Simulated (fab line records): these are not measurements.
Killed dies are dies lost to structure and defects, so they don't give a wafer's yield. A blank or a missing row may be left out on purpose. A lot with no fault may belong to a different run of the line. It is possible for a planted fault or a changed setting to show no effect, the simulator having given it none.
fab line records -- flow sky130
[record] lots = 13, wafers = 39, last-day = 50
route steps=708 shown SONOS_ONO@185 VIA2@520 METAL3@536 METAL4@629 PAD_OPEN@708
lots that met no fault: taken from a fault-free run of the same line
start-h: start of the lot's first displayed wafer, in hours after the record's first day -- wait-h: hours since the lot's step before -- " the same as in the row above -- L1.1+2: one row covering several wafers at once -- - no value, or no start given -- * or withheld: withheld -- < > ~ a bound
route shown NAME@n: a module of which the file shows steps, and the number in the route of the first -- usual: the fault-free wafers' mean and standard deviation -- same: alike in all rows -- chamber/n: place in a boat -- sites: per-site readings -- _std_site: the standard deviation of these -- _edge_site: the outer-site mean with the inner-site mean subtracted -- radius-mm: for every site, how far away it sits from the centre of the wafer -- mask NAME#n: copy n -- behind: the tool/chamber that last shaped the wafer -- hold: why the lot went on hold/how many hours it stayed there/how the hold came to an end -- device: transistor that didn't switch, given as n, p or np -- end of line: the route-end tests of the same wafers -- step lacking rows: just its recipe -- killed: the dies lost at the first sort to structure and to defects; this is not the yield of the wafer -- map: dies across one wafer; x = killed, . = not, _ = none there
set.NAME: the setting that was run; set.NAME@STEP: the one run at that earlier step -- model.NAME: the simulator's own value behind a step, which no gauge read
route steps across a sampled set of lots; one table per step, one row per wafer
services: when a tool's chamber went out of use (start-h, in hours from the record's first day, below 0 if earlier), for how many hours, and the reason
[[steps]]
[step SKY_SONOS_ONO_STRIP_17]
[recipe] chemistry = O2/N2, power-w = 1400, pressure-mtorr = 1500, platen-temp-c = withheld, o2-flow-sccm = 3000, n2-flow-sccm = 300, overash-fraction = 0.5
[usual] drypump-motor-current-A = 5.7/0.46, oes-product-au = 0.710/0.0045, strip-time-to-endpoint-s = 14.11/0.045
lot.wafer,tool,chamber,start-h,wait-h,drypump-motor-current-A,oes-product-au,rf-hours-counter-h,strip-time-to-endpoint-s
L754.1,plasma-asher-03,1,308.22,0.0,5.4,0.712,19,14.07
L754.2,plasma-asher-03,0,308.22,0.0,5.3,0.712,19,14.15
L754.5,plasma-asher-03,1,308.22,0.0,5.4,0.707,-,14.10
L756.1,plasma-asher-01,0,316.33,0.0,6.2,0.711,52,14.06
L756.2,plasma-asher-01,1,316.33,0.0,5.6,0.715,52,14.07
L756.5,plasma-asher-01,0,316.33,0.0,6.1,0.701,-,14.01
L757.2,plasma-asher-01,0,330.86,0.0,6.2,0.705,53,14.11
L757.5,plasma-asher-01,0,330.86,0.0,6.2,0.713,-,14.10
L757.6,plasma-asher-01,1,330.86,0.0,5.6,0.706,-,14.04
L758.1,plasma-asher-01,0,331.82,0.0,6.2,0.713,53,14.19
L758.3,plasma-asher-01,1,331.82,0.0,5.6,0.712,-,14.15
L758.4,plasma-asher-01,0,331.82,0.0,6.2,0.709,-,14.14
L759.3,plasma-asher-01,0,336.51,0.0,6.1,0.710,-,14.21
L759.4,plasma-asher-01,1,336.51,0.0,5.6,0.713,-,14.17
L759.6,plasma-asher-01,0,336.51,0.0,6.2,0.708,-,14.20
L760.1,plasma-asher-01,0,353.01,0.0,6.2,0.705,55,14.13
L760.2,plasma-asher-01,1,353.01,0.0,5.6,0.710,55,14.12
L760.4,plasma-asher-01,0,353.01,0.0,6.2,0.704,-,14.18
L768.3,plasma-asher-01,1,420.30,0.0,5.6,0.712,-,14.11
L768.4,plasma-asher-01,0,420.30,0.0,6.2,0.706,-,14.14
L768.6,plasma-asher-01,0,420.30,0.0,6.2,0.716,-,14.12
L769.1,plasma-asher-01,1,420.66,0.0,5.7,0.711,62,14.14
L769.2,plasma-asher-01,0,420.66,0.0,6.2,0.704,62,14.12
L769.5,plasma-asher-01,1,420.66,0.0,5.7,0.704,-,14.12
L770.1,plasma-asher-01,0,421.77,0.0,6.2,0.711,63,14.06
L770.2,plasma-asher-01,1,421.77,0.0,5.6,0.705,63,14.04
L770.5,plasma-asher-01,1,421.77,0.0,5.6,0.708,-,14.09
L771.1,plasma-asher-03,0,438.92,0.0,5.3,0.714,28,14.13
L771.3,plasma-asher-03,1,438.92,0.0,5.4,0.702,-,14.18
L771.4,plasma-asher-03,0,438.92,0.0,5.3,0.710,-,14.14
L772.1,plasma-asher-04,0,449.27,0.0,6.2,0.710,2,14.07
L772.5,plasma-asher-04,0,449.27,0.0,6.2,0.711,-,14.12
L772.6,plasma-asher-04,1,449.27,0.0,4.8,0.711,-,14.11
L773.2,plasma-asher-01,1,453.81,0.0,5.6,0.695,66,13.96
L773.4,plasma-asher-01,0,453.81,0.0,6.2,0.710,-,14.10
L773.6,plasma-asher-01,0,453.81,0.0,6.2,0.708,-,14.00
L774.2,plasma-asher-01,0,461.13,0.0,6.2,0.710,67,14.07
L774.3,plasma-asher-01,0,461.13,0.0,6.2,0.721,-,14.08
L774.5,plasma-asher-01,0,461.13,0.0,6.1,0.718,-,14.05
[step SKY_VIA2_OVL_MEAS_13]
[usual] VIA2_OVL = 0/5.7
lot.wafer,tool,chamber,start-h,wait-h,VIA2_OVL[nm]
L754.1,overlay-02,-,875.83,0.1,-2
L754.2,overlay-02,-,875.83,0.1,6
L754.5,overlay-02,-,875.83,0.1,-4
L756.1,overlay-01,-,888.08,0.1,3
L756.2,overlay-01,-,888.08,0.1,-5
L756.5,overlay-01,-,888.08,0.1,5
L757.2,overlay-02,-,896.54,0.1,4
L757.5,overlay-02,-,896.54,0.1,2
L757.6,overlay-02,-,896.54,0.1,4
L758.1,overlay-02,-,898.45,0.1,-5
L758.3,overlay-02,-,898.45,0.1,-3
L758.4,overlay-02,-,898.45,0.1,-4
L759.3,overlay-02,-,903.13,0.1,-7
L759.4,overlay-02,-,903.13,0.1,-3
L759.6,overlay-02,-,903.13,0.1,-1
L760.1,overlay-02,-,915.55,0.1,12
L760.2,overlay-02,-,915.55,0.1,8
L760.4,overlay-02,-,915.55,0.1,2
L770.1,overlay-01,-,979.37,0.1,-3
L770.2,overlay-01,-,979.37,0.1,-1
L770.5,overlay-01,-,979.37,0.1,2
L768.3,overlay-01,-,982.73,0.1,2
L768.4,overlay-01,-,982.73,0.1,2
L768.6,overlay-01,-,982.73,0.1,-4
L769.1,overlay-02,-,982.78,0.1,7
L769.2,overlay-02,-,982.78,0.1,5
L769.5,overlay-02,-,982.78,0.1,0
L771.1,overlay-02,-,985.55,0.1,3
L771.3,overlay-02,-,985.55,0.1,-3
L771.4,overlay-02,-,985.55,0.1,0
L772.1,overlay-02,-,994.42,0.1,-3
L772.5,overlay-02,-,994.42,0.1,-2
L772.6,overlay-02,-,994.42,0.1,1
L773.2,overlay-01,-,995.47,0.1,-1
L773.4,overlay-01,-,995.47,0.1,2
L773.6,overlay-01,-,995.47,0.1,-2
L774.2,overlay-01,-,1000.23,0.1,0
L774.3,overlay-01,-,1000.23,0.1,3
L774.5,overlay-01,-,1000.23,0.1,3
[step SKY_METAL3_SPUTTER_04]
[recipe] material = TiN, target-thk-nm = 70, power-w = 6500, time-s = 58.3, chamber-pressure-pa = 0.4
[usual] cathode-dc-power-W = 6499.9/1.1, chamber-pressure-pa = 0.3999/0.00077, throttle-valve-pct = 30.2/0.97
lot.wafer,tool,chamber,start-h,wait-h,cathode-dc-power-W,chamber-pressure-pa,throttle-valve-pct
L754.1,pvd-sputter-04,-,877.38,0.0,6499.3,0.4016,31.6
L754.2,pvd-sputter-04,-,877.38,0.0,6501.2,0.4000,30.7
L754.5,pvd-sputter-04,-,877.38,0.0,6499.1,0.3992,30.3
L756.1,pvd-sputter-03,-,889.59,0.0,6500.6,0.3996,31.2
L756.2,pvd-sputter-03,-,889.59,0.0,6499.1,0.4001,29.5
L756.5,pvd-sputter-03,-,889.59,0.0,6500.5,0.4003,30.6
L757.2,pvd-sputter-04,-,898.05,0.0,6498.3,0.3994,29.4
L757.5,pvd-sputter-04,-,898.05,0.0,6501.9,0.3996,30.8
L757.6,pvd-sputter-04,-,898.05,0.0,6500.5,0.3991,29.4
L758.1,pvd-sputter-03,-,900.13,0.0,6498.8,0.3999,29.5
L758.3,pvd-sputter-03,-,900.13,0.0,6500.2,0.3997,31.0
L758.4,pvd-sputter-03,-,900.13,0.0,6499.8,0.3978,29.8
L759.3,pvd-sputter-03,-,904.67,0.0,6499.4,0.4009,31.2
L759.4,pvd-sputter-03,-,904.67,0.0,6499.8,0.3984,29.8
L759.6,pvd-sputter-03,-,904.67,0.0,6499.5,0.4006,31.0
L760.1,pvd-sputter-03,-,917.06,0.0,6498.2,0.4002,29.7
L760.2,pvd-sputter-03,-,917.06,0.0,6499.0,0.4008,30.5
L760.4,pvd-sputter-03,-,917.06,0.0,6499.5,0.3991,29.6
L770.1,pvd-sputter-02,-,980.88,0.0,6499.3,0.4021,27.7
L770.2,pvd-sputter-02,-,980.88,0.0,6499.7,0.3998,30.5
L770.5,pvd-sputter-02,-,980.88,0.0,6499.7,0.3994,30.9
L768.3,pvd-sputter-03,-,984.35,0.0,6500.0,0.3996,29.7
L768.4,pvd-sputter-03,-,984.35,0.0,6498.4,0.3999,29.8
L768.6,pvd-sputter-03,-,984.35,0.0,6498.6,0.4001,31.1
L769.1,pvd-sputter-02,-,984.44,0.0,6500.5,0.4005,27.9
L769.2,pvd-sputter-02,-,984.44,0.0,6502.2,0.4005,30.7
L769.5,pvd-sputter-02,-,984.44,0.0,6500.3,0.3998,31.0
L771.1,pvd-sputter-03,-,987.06,0.0,6499.7,0.3997,31.1
L771.3,pvd-sputter-03,-,987.06,0.0,6500.8,0.3998,29.4
L771.4,pvd-sputter-03,-,987.06,0.0,6499.2,0.3998,30.4
L772.1,pvd-sputter-04,-,995.93,0.0,6499.6,0.3993,30.2
L772.5,pvd-sputter-04,-,995.93,0.0,6499.2,0.3997,29.7
L772.6,pvd-sputter-04,-,995.93,0.0,6498.7,0.3980,30.0
L773.2,pvd-sputter-02,-,996.98,0.0,6500.4,0.3993,28.3
L773.4,pvd-sputter-02,-,996.98,0.0,6499.7,0.3999,27.7
L773.6,pvd-sputter-02,-,996.98,0.0,6498.7,0.4002,27.7
L774.2,pvd-sputter-03,-,1001.81,0.0,6500.2,0.4001,29.7
L774.3,pvd-sputter-03,-,1001.81,0.0,6498.8,0.4009,29.6
L774.5,pvd-sputter-03,-,1001.81,0.0,6500.3,0.4003,29.6
[step SKY_METAL4_CD_MEAS_13]
[recipe] target-cd-nm = 300
[usual] cd-nm = 299.9/1.5
lot.wafer,tool,chamber,start-h,wait-h,cd-nm
L754.1,cd-sem-01,-,1002.06,-,299.7
L754.2,cd-sem-01,-,1002.06,-,299.7
L754.5,cd-sem-01,-,1002.06,-,298.1
L756.1,cd-sem-01,-,1014.40,-,301.5
L756.2,cd-sem-01,-,1014.40,-,299.7
L756.5,cd-sem-01,-,1014.40,-,300.1
L757.2,cd-sem-01,-,1022.27,-,298.6
L757.5,cd-sem-01,-,1022.27,-,299.4
L757.6,cd-sem-01,-,1022.27,-,298.4
L758.1,cd-sem-01,-,1025.55,-,299.6
L758.3,cd-sem-01,-,1025.55,-,299.6
L758.4,cd-sem-01,-,1025.55,-,298.9
L759.3,cd-sem-01,-,1026.24,-,301.2
L759.4,cd-sem-01,-,1026.24,-,298.3
L759.6,cd-sem-01,-,1026.24,-,298.9
L760.1,cd-sem-02,-,1039.90,-,299.0
L760.2,cd-sem-02,-,1039.90,-,301.1
L760.4,cd-sem-02,-,1039.90,-,300.5
L770.1,cd-sem-02,-,1097.06,-,301.1
L770.2,cd-sem-02,-,1097.06,-,301.2
L770.5,cd-sem-02,-,1097.06,-,301.7
L768.3,cd-sem-01,-,1101.10,-,300.7
L768.4,cd-sem-01,-,1101.10,-,300.0
L768.6,cd-sem-01,-,1101.10,-,300.8
L769.1,cd-sem-01,-,1101.75,-,302.1
L769.2,cd-sem-01,-,1101.75,-,302.0
L769.5,cd-sem-01,-,1101.75,-,302.7
L771.1,cd-sem-02,-,1103.71,-,299.5
L771.3,cd-sem-02,-,1103.71,-,297.6
L771.4,cd-sem-02,-,1103.71,-,298.7
L772.1,cd-sem-02,-,1111.46,-,300.0
L772.5,cd-sem-02,-,1111.46,-,300.6
L772.6,cd-sem-02,-,1111.46,-,301.4
L773.2,cd-sem-02,-,1112.02,-,299.2
L773.4,cd-sem-02,-,1112.02,-,300.0
L773.6,cd-sem-02,-,1112.02,-,298.9
L774.2,cd-sem-01,-,1117.27,-,299.7
L774.3,cd-sem-01,-,1117.27,-,298.7
L774.5,cd-sem-01,-,1117.27,-,299.7
[step SKY_PAD_OPEN_PROBE_99]
[usual] killed_at_M0_to_M3 = 43/7.1, killed_at_M4_up = 3.0/1.6, killed-at-contacts = 24/5.3, killed-at-front-end = 16/4.1, killed-at-other = 0.5/0.82, killed-dies = 86/9.4, killed-on-rim = 17/4.1, killed-open = 46/6.9, killed-short = 39/6.5
[same] gross-dies = 492, killed-at-back-side = 0
lot.wafer,tool,chamber,start-h,wait-h,hold,killed_at_M0_to_M3,killed_at_M4_up,killed-at-contacts,killed-at-front-end,killed-at-other,killed-dies,killed-on-rim,killed-open,killed-short
L754.1,prober-01,-,1097.55,0.1,-,38,1,23,12,1,75,11,41,34
L754.2,prober-01,-,1097.60,0.1,-,49,1,27,17,0,94,16,37,57
L754.5,prober-01,-,1097.75,0.2,-,34,3,24,17,0,78,15,45,33
L756.1,prober-02,-,1108.43,0.1,-,41,6,26,20,2,95,23,54,39
L756.2,prober-02,-,1108.48,0.1,-,46,2,27,13,3,91,18,34,54
L756.5,prober-02,-,1108.63,0.2,-,32,3,22,9,1,67,13,37,29
L757.2,prober-01,-,1114.81,0.1,-,40,2,35,15,0,92,19,55,37
L757.5,prober-01,-,1114.96,0.2,-,45,3,27,14,2,91,24,49,40
L757.6,prober-01,-,1115.01,0.2,-,47,0,25,14,0,86,17,47,39
L758.1,prober-02,-,1118.23,0.1,-,42,7,19,14,1,83,22,43,38
L758.3,prober-02,-,1118.33,0.2,-,37,3,15,20,0,75,12,40,35
L758.4,prober-02,-,1118.38,0.2,-,45,2,27,19,0,93,20,52,41
L759.3,prober-01,-,1118.88,0.2,await-dispo/1.7h/release,40,4,17,55,1,117,24,47,37
L759.4,prober-01,-,1118.93,0.2,await-dispo/1.7h/release,42,3,27,13,0,85,22,53,32
L759.6,prober-01,-,1119.03,0.2,await-dispo/1.7h/release,38,5,22,45,3,113,25,37,41
L760.1,prober-02,-,1129.94,0.1,await-dispo/3.1h/release,37,7,17,47,0,108,28,44,31
L760.2,prober-02,-,1129.99,0.1,await-dispo/3.1h/release,35,7,15,11,1,69,10,34,34
L760.4,prober-02,-,1130.09,0.2,await-dispo/3.1h/release,40,2,23,55,0,120,27,44,39
L770.1,prober-02,-,1178.17,0.1,-,54,3,30,12,0,99,16,59,40
L770.2,prober-02,-,1178.22,0.1,-,37,7,29,11,0,84,15,51,32
L770.5,prober-02,-,1178.37,0.2,-,40,2,33,10,1,86,19,46,39
L768.3,prober-01,-,1180.82,0.2,-,44,6,24,13,1,88,19,47,40
L768.4,prober-01,-,1180.87,0.2,-,52,3,22,9,0,86,20,44,40
L768.6,prober-01,-,1180.97,0.2,-,50,1,22,16,0,89,10,48,41
L769.1,prober-02,-,1181.52,0.1,-,45,2,16,17,0,80,14,38,42
L769.2,prober-02,-,1181.57,0.1,-,57,3,35,15,0,110,23,57,53
L769.5,prober-02,-,1181.72,0.2,-,44,5,24,18,0,91,16,43,48
L771.1,prober-01,-,1183.32,0.1,-,40,6,31,19,1,97,24,45,52
L771.3,prober-01,-,1183.42,0.2,-,47,6,31,15,0,99,18,57,41
L771.4,prober-01,-,1183.47,0.2,-,38,4,18,16,4,80,17,39,41
L773.2,prober-02,-,1189.97,0.1,-,33,1,22,15,1,72,9,38,34
L773.4,prober-02,-,1190.07,0.2,-,54,1,21,18,0,94,23,48,46
L773.6,prober-02,-,1190.17,0.2,-,31,3,18,22,0,74,10,35,39
L772.1,prober-01,-,1190.53,0.1,-,34,2,21,20,0,77,13,38,38
L772.5,prober-01,-,1190.73,0.2,-,31,4,31,10,1,77,15,47,30
L772.6,prober-01,-,1190.78,0.2,-,38,2,30,14,0,84,18,50,33
L774.2,prober-02,-,1193.86,0.1,-,50,3,30,13,0,96,18,51,45
L774.3,prober-02,-,1193.91,0.2,-,42,3,27,20,0,92,18,49,43
L774.5,prober-02,-,1194.01,0.2,-,34,2,23,15,1,75,8,43,32
// killed by level:class
L754.1 CONTACT:geometric-particle:open=13 VIA1:geometric-particle:open=10 METAL2:geometric-particle:short=6 POLY_GATE:geometric-particle:short=5 METAL3:geometric-particle:short=5 CONTACT:geometric-particle:short=4 VIA3:geometric-particle:short=4 POLY_GATE:geometric-particle:open=3
L754.2 CONTACT:geometric-particle:open=10 CONTACT:geometric-particle:short=9 METAL2:geometric-particle:short=9 METAL1:geometric-particle:short=7 FIELD_ISO:geometric-particle:short=6 VIA1:geometric-particle:open=6 VIA2:geometric-particle:short=6 POLY_GATE:geometric-particle:open=5
L754.5 CONTACT:geometric-particle:open=10 VIA1:geometric-particle:open=9 POLY_GATE:geometric-particle:open=6 LI_CONTACT:geometric-particle:open=6 VIA3:geometric-particle:open=6 CONTACT:geometric-particle:short=5 VIA1:geometric-particle:short=5 METAL2:geometric-particle:short=4
L756.1 CONTACT:geometric-particle:open=15 POLY_GATE:geometric-particle:short=10 LI_CONTACT:geometric-particle:open=7 VIA2:geometric-particle:open=7 METAL2:geometric-particle:short=6 METAL1:geometric-particle:short=6 VIA1:geometric-particle:open=6 VIA3:geometric-particle:open=6
L756.2 LOCAL_INTERCONNECT:geometric-particle:short=8 CONTACT:geometric-particle:short=8 METAL1:geometric-particle:short=7 METAL2:geometric-particle:short=6 FIELD_ISO:geometric-particle:open=5 VIA1:geometric-particle:short=5 CONTACT:geometric-particle:open=5 VIA1:geometric-particle:open=5
L756.5 CONTACT:geometric-particle:open=13 VIA2:geometric-particle:open=6 VIA1:geometric-particle:short=5 VIA1:geometric-particle:open=5 LI_CONTACT:geometric-particle:open=4 METAL2:geometric-particle:short=4 LOCAL_INTERCONNECT:geometric-particle:short=3 METAL1:geometric-particle:short=3
L757.2 CONTACT:geometric-particle:open=13 LI_CONTACT:geometric-particle:open=11 VIA1:geometric-particle:open=8 VIA3:geometric-particle:short=6 VIA3:geometric-particle:open=5 LOCAL_INTERCONNECT:geometric-particle:short=5 LI_CONTACT:geometric-particle:short=4 METAL1:geometric-particle:short=4
L757.5 VIA1:geometric-particle:open=11 CONTACT:geometric-particle:open=10 CONTACT:geometric-particle:short=7 VIA1:geometric-particle:short=6 VIA3:geometric-particle:open=6 VIA3:geometric-particle:short=6 LI_CONTACT:geometric-particle:open=5 METAL2:geometric-particle:short=5
L757.6 VIA1:geometric-particle:open=11 CONTACT:geometric-particle:open=9 LI_CONTACT:geometric-particle:open=8 METAL1:geometric-particle:short=6 METAL2:geometric-particle:short=6 VIA2:geometric-particle:open=6 METAL3:geometric-particle:short=6 FIELD_ISO:geometric-particle:open=4
L758.1 VIA1:geometric-particle:open=16 CONTACT:geometric-particle:open=7 METAL4:geometric-particle:short=6 VIA3:geometric-particle:open=6 FIELD_ISO:geometric-particle:short=5 VIA1:geometric-particle:short=5 VIA2:geometric-particle:open=5 LI_CONTACT:geometric-particle:open=4
L758.3 CONTACT:geometric-particle:open=9 METAL1:geometric-particle:short=8 VIA1:geometric-particle:open=7 FIELD_ISO:geometric-particle:short=6 VIA3:geometric-particle:open=6 POLY_GATE:geometric-particle:open=5 FIELD_ISO:geometric-particle:open=4 VIA1:geometric-particle:short=4
L758.4 CONTACT:geometric-particle:open=12 VIA1:geometric-particle:open=11 LOCAL_INTERCONNECT:geometric-particle:short=7 VIA3:geometric-particle:open=7 METAL1:geometric-particle:short=6 VIA1:geometric-particle:short=6 METAL2:geometric-particle:short=6 FIELD_ISO:geometric-particle:open=5
L759.3 SONOS_ONO:unspecified=33 VIA1:geometric-particle:open=12 VIA3:geometric-particle:open=9 CONTACT:geometric-particle:open=7 METAL1:geometric-particle:short=6 FIELD_ISO:geometric-particle:open=5 POLY_GATE:geometric-particle:short=4 SPACER:geometric-particle:short=4
L759.4 LI_CONTACT:geometric-particle:open=9 CONTACT:geometric-particle:open=9 VIA3:geometric-particle:open=9 VIA1:geometric-particle:open=7 METAL1:geometric-particle:open=5 VIA2:geometric-particle:open=5 POLY_GATE:geometric-particle:open=4 METAL1:geometric-particle:short=4
L759.6 SONOS_ONO:unspecified=35 VIA2:geometric-particle:open=6 LI_CONTACT:geometric-particle:open=6 VIA1:geometric-particle:open=6 VIA3:geometric-particle:open=6 CONTACT:geometric-particle:short=5 METAL3:geometric-particle:short=5 LOCAL_INTERCONNECT:geometric-particle:short=4
L760.1 SONOS_ONO:unspecified=33 VIA1:geometric-particle:open=12 LOCAL_INTERCONNECT:geometric-particle:short=6 FIELD_ISO:geometric-particle:open=5 VIA3:geometric-particle:short=4 POLY_GATE:geometric-particle:open=4 LI_CONTACT:geometric-particle:open=4 CONTACT:geometric-particle:open=4
L760.2 METAL2:geometric-particle:short=8 VIA1:geometric-particle:open=7 LI_CONTACT:geometric-particle:open=6 METAL4:geometric-particle:short=6 METAL1:geometric-particle:short=5 VIA3:geometric-particle:open=5 POLY_GATE:geometric-particle:open=3 CONTACT:geometric-particle:open=3
L760.4 SONOS_ONO:unspecified=37 VIA3:geometric-particle:open=8 LI_CONTACT:geometric-particle:open=8 CONTACT:geometric-particle:open=6 METAL2:geometric-particle:short=5 VIA1:geometric-particle:open=5 POLY_GATE:geometric-particle:short=4 VIA1:geometric-particle:short=4
L770.1 CONTACT:geometric-particle:open=15 VIA1:geometric-particle:open=13 METAL2:geometric-particle:short=9 LI_CONTACT:geometric-particle:open=7 VIA2:geometric-particle:open=7 VIA3:geometric-particle:open=6 METAL3:geometric-particle:short=4 FIELD_ISO:geometric-particle:short=3
L770.2 VIA1:geometric-particle:open=11 CONTACT:geometric-particle:open=9 VIA2:geometric-particle:open=8 LI_CONTACT:geometric-particle:open=6 LOCAL_INTERCONNECT:geometric-particle:short=5 CONTACT:geometric-particle:short=5 METAL2:geometric-particle:short=4 VIA3:geometric-particle:open=4
L770.5 CONTACT:geometric-particle:open=15 VIA1:geometric-particle:open=11 LI_CONTACT:geometric-particle:open=8 METAL1:geometric-particle:short=7 METAL2:geometric-particle:short=5 VIA2:geometric-particle:open=5 POLY_GATE:geometric-particle:short=4 CONTACT:geometric-particle:short=4
L768.3 CONTACT:geometric-particle:open=11 VIA1:geometric-particle:open=10 LI_CONTACT:geometric-particle:open=7 METAL2:geometric-particle:short=6 POLY_GATE:geometric-particle:short=5 VIA3:geometric-particle:open=5 FIELD_ISO:geometric-particle:short=4 METAL1:geometric-particle:short=4
L768.4 VIA1:geometric-particle:open=11 LI_CONTACT:geometric-particle:open=7 VIA2:geometric-particle:short=7 VIA2:geometric-particle:open=7 METAL1:geometric-particle:short=6 METAL2:geometric-particle:short=6 CONTACT:geometric-particle:open=5 LOCAL_INTERCONNECT:geometric-particle:short=3
L768.6 VIA1:geometric-particle:open=11 VIA3:geometric-particle:open=9 METAL1:geometric-particle:short=8 CONTACT:geometric-particle:open=7 FIELD_ISO:geometric-particle:short=6 LI_CONTACT:geometric-particle:open=6 CONTACT:geometric-particle:short=4 VIA1:geometric-particle:short=4
L769.1 VIA1:geometric-particle:short=8 VIA1:geometric-particle:open=7 METAL2:geometric-particle:short=6 VIA2:geometric-particle:open=6 CONTACT:geometric-particle:open=5 METAL1:geometric-particle:short=5 LI_CONTACT:geometric-particle:open=4 VIA3:geometric-particle:open=4
L769.2 CONTACT:geometric-particle:open=15 VIA1:geometric-particle:open=11 VIA3:geometric-particle:open=10 LI_CONTACT:geometric-particle:open=9 VIA1:geometric-particle:short=9 METAL1:geometric-particle:short=7 FIELD_ISO:geometric-particle:short=6 CONTACT:geometric-particle:short=5
L769.5 VIA1:geometric-particle:open=11 METAL2:geometric-particle:short=10 CONTACT:geometric-particle:short=7 CONTACT:geometric-particle:open=6 POLY_GATE:geometric-particle:open=5 POLY_GATE:geometric-particle:short=5 LI_CONTACT:geometric-particle:open=5 LOCAL_INTERCONNECT:geometric-particle:short=4
L771.1 LI_CONTACT:geometric-particle:open=11 CONTACT:geometric-particle:short=7 VIA1:geometric-particle:open=7 METAL2:geometric-particle:short=7 VIA1:geometric-particle:short=6 VIA2:geometric-particle:open=6 POLY_GATE:geometric-particle:short=5 LI_CONTACT:geometric-particle:short=5
L771.3 LI_CONTACT:geometric-particle:open=11 CONTACT:geometric-particle:open=11 VIA1:geometric-particle:open=10 METAL1:geometric-particle:short=9 POLY_GATE:geometric-particle:short=6 METAL2:geometric-particle:short=6 VIA2:geometric-particle:open=6 VIA1:geometric-particle:short=4
L771.4 CONTACT:geometric-particle:open=13 VIA1:geometric-particle:open=10 FIELD_ISO:geometric-particle:short=6 VIA2:geometric-particle:short=5 VIA2:geometric-particle:open=5 METAL2:geometric-particle:short=4 POLY_GATE:geometric-particle:short=4 METAL1:geometric-particle:short=4
L773.2 VIA1:geometric-particle:open=9 METAL1:geometric-particle:short=8 LI_CONTACT:geometric-particle:open=7 LOCAL_INTERCONNECT:geometric-particle:short=6 VIA2:geometric-particle:open=5 POLY_GATE:geometric-particle:open=4 CONTACT:geometric-particle:open=4 FIELD_ISO:geometric-particle:open=3
L773.4 VIA1:geometric-particle:open=12 VIA1:geometric-particle:short=9 VIA3:geometric-particle:open=6 CONTACT:geometric-particle:short=6 METAL1:geometric-particle:short=6 FIELD_ISO:geometric-particle:short=5 CONTACT:geometric-particle:open=5 VIA2:geometric-particle:open=5
L773.6 CONTACT:geometric-particle:open=10 FIELD_ISO:geometric-particle:short=7 METAL2:geometric-particle:short=7 FIELD_ISO:geometric-particle:open=6 METAL3:geometric-particle:short=5 POLY_GATE:geometric-particle:open=4 METAL1:geometric-particle:short=4 VIA1:geometric-particle:open=4
L772.1 LI_CONTACT:geometric-particle:open=7 VIA2:geometric-particle:open=7 POLY_GATE:geometric-particle:short=6 POLY_GATE:geometric-particle:open=6 CONTACT:geometric-particle:open=6 VIA1:geometric-particle:open=6 CONTACT:geometric-particle:short=5 METAL1:geometric-particle:short=4
L772.5 CONTACT:geometric-particle:open=14 VIA1:geometric-particle:open=9 CONTACT:geometric-particle:short=7 FIELD_ISO:geometric-particle:short=5 VIA2:geometric-particle:open=5 LOCAL_INTERCONNECT:geometric-particle:short=4 VIA3:geometric-particle:open=4 LI_CONTACT:geometric-particle:short=3
L772.6 VIA1:geometric-particle:open=13 LI_CONTACT:geometric-particle:open=10 CONTACT:geometric-particle:open=9 CONTACT:geometric-particle:short=5 METAL2:geometric-particle:short=5 METAL1:geometric-particle:short=4 VIA1:geometric-particle:short=4 VIA2:geometric-particle:open=4
L774.2 CONTACT:geometric-particle:open=13 VIA1:geometric-particle:open=9 VIA2:geometric-particle:open=9 CONTACT:geometric-particle:short=7 VIA1:geometric-particle:short=6 VIA3:geometric-particle:short=6 VIA3:geometric-particle:open=6 LI_CONTACT:geometric-particle:open=5
L774.3 CONTACT:geometric-particle:open=13 FIELD_ISO:geometric-particle:open=8 VIA1:geometric-particle:open=8 VIA2:geometric-particle:short=7 VIA3:geometric-particle:open=7 METAL2:geometric-particle:short=6 FIELD_ISO:geometric-particle:short=5 LOCAL_INTERCONNECT:geometric-particle:short=5
L774.5 CONTACT:geometric-particle:open=8 VIA3:geometric-particle:open=7 CONTACT:geometric-particle:short=6 LI_CONTACT:geometric-particle:open=5 VIA2:geometric-particle:open=5 METAL1:geometric-particle:short=5 VIA1:geometric-particle:open=4 METAL2:geometric-particle:short=4
[[services]]
tool,chamber,start-h,hours,kind
pvd-sputter-02,-,284.83,0.5,repair
plasma-asher-04,-,325.20,2.8,pm
plasma-asher-04,-,336.26,1.9,repair
pvd-sputter-02,-,345.27,5.3,repair
pvd-sputter-03,-,367.27,1.5,repair
plasma-asher-03,-,384.89,34.7,repair
pvd-sputter-04,-,399.99,10.9,repair
pvd-sputter-04,-,464.40,1.7,repair
pvd-sputter-02,-,471.01,4.5,repair
plasma-asher-03,-,503.19,2.9,repair
pvd-sputter-02,-,518.27,13.9,repair
pvd-sputter-04,-,521.00,9.0,repair
pvd-sputter-04,-,556.78,8.8,repair
plasma-asher-01,-,581.99,2.8,pm
pvd-sputter-02,-,608.23,1.8,repair
pvd-sputter-02,-,619.40,18.7,repair
pvd-sputter-03,-,623.11,9.6,repair
pvd-sputter-04,-,640.15,1.2,repair
pvd-sputter-02,-,788.46,1.8,repair
plasma-asher-03,-,826.60,3.1,repair
pvd-sputter-04,-,880.49,1.2,repair
pvd-sputter-03,-,889.81,9.0,repair
pvd-sputter-02,-,900.89,1.3,repair
pvd-sputter-02,-,963.74,3.7,repair
[[key]]
[first-sign] step = SKY_PAD_OPEN_PROBE_99, reading = killed-at-front-end, direction = up, sigmas = 8.4, usual = 16, struck = 50
[effect] step = SKY_PAD_OPEN_PROBE_99, reading = killed-dies, direction = up, sigmas = 3.1, usual = 86, struck = 114
met-at SKY_SONOS_ONO_STRIP_17
struck-lots L759,L760
struck-wafers L759.3,L759.6,L760.1,L760.4
tester-left-out L759,L760
not-acting-at SKY_VIA2_OVL_MEAS_13,SKY_METAL3_SPUTTER_04,SKY_METAL4_CD_MEAS_13
onset-between 331.82 336.51
[fault] kind = chamber-particle-source, tool = plasma-asher-01, chamber = 0, onset-h = 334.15, steps = SKY_SONOS_ONO_STRIP_17, rate-per-visit-cm2 = 1.2123, end-h = 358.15
// tester-left-out: of these lots the tester's yield and bins aren't shown, on N5 and GAA mostly nor the transistor test; their killed dies are dies lost to structure and defects alone, not to doping, threshold or leakage, so they don't give the yield
